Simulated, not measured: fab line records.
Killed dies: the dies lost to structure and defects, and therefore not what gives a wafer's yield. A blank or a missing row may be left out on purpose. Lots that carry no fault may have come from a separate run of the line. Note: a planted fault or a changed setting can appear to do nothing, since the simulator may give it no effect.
Problem report, 8D (eight disciplines) form, completed by code	flow sky130	the parts of the form that need people (team, actions taken, sign-off) are left out

== 1. THE PROBLEM ==
Wafers without a fault read 0.716 a.u. with a standard deviation of 0.0047, while oes-product-au at SKY_LDD_LDN_STRIP_12 averages 0.946 a.u. across 3 wafers of 1 lot. Relative to the usual mean, that is a shift of +49 standard deviations.
The step: strips in O2/N2.
First observed at day 25 00:26: wafer L656.3, on plasma-asher-01. The record holds 36 wafers of 12 lots with a number at this step. Rule for "out", or "out of limits": more than 4 standard deviations from the usual mean. The rest of the wafers with a number are treated as sound.

== 2. WHAT IT IS; WHAT IT IS NOT ==
question	is	is not
which readings at this step	oes-product-au	drypump-motor-current-A
which lots	L656	L652, L653, L654, L655, L659, L665, L667, L668, L669, L670, L671
which wafers of those lots	all that have a number	-
read on which tools	plasma-asher-01	plasma-asher-03, plasma-asher-04
when	from day 25 00:26	up to then (12 sound wafers); but 21 sound wafers of L659, L665, L667, L668, L669, L670, L671 came after

== 3. THE SUSPECTS, EACH WITH WHAT RULES IT OUT ==
Counting: a tool stays on the suspect list if, at a process step up to the reading, it processed all lots that are out and no sound lot following the first of them.
- plasma-asher-01 at SKY_LDD_LDN_STRIP_12 (strips in O2/N2): ruled out as a lasting fault. Sound lots L665, L670, L669, L671 ran on it after its first lot that is out, L656 (day 25 00:26).
Left after counting: nothing in the record.

== 4. THE CAUSE (what the simulator had put in) ==
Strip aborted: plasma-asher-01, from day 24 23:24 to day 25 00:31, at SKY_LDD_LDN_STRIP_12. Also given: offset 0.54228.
Counting ruled it out, wrongly.

== 5. THE CHAIN OF EFFECTS, in route order ==
Rows list readings where the struck wafers' mean (over those with a number) sits beyond 3 standard deviations from the usual. Only readings whose record carries a usual standard deviation are examined. hours: median over the lots of the time between each lot's start at the first step of this table that gives one and its start at this step. sigmas: the change, counted in usual standard deviations.
hours	step	reading	usual	on struck wafers	change	sigmas
0	SKY_LDD_LDN_STRIP_12	oes-product-au	0.716 a.u.	0.946	+0.230	+49
535	SKY_PAD_OPEN_PROBE_99	killed-at-front-end	14	420	+406	+92
535	SKY_PAD_OPEN_PROBE_99	killed-dies	84	492	+408	+41
535	SKY_PAD_OPEN_PROBE_99	killed-on-rim	16	96	+80	+21
The process steps in it:
- SKY_LDD_LDN_STRIP_12: strips in O2/N2.
- SKY_PAD_OPEN_PROBE_99
Readings that are blank on the struck wafers while sound wafers have them: strip-time-to-endpoint-s at SKY_LDD_LDN_STRIP_12.

== 6. HOW IT WOULD HAVE BEEN CAUGHT EARLIER ==
In this record the first reading out of limits was taken at day 25 00:26, 1 hour after the fault began at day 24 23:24.
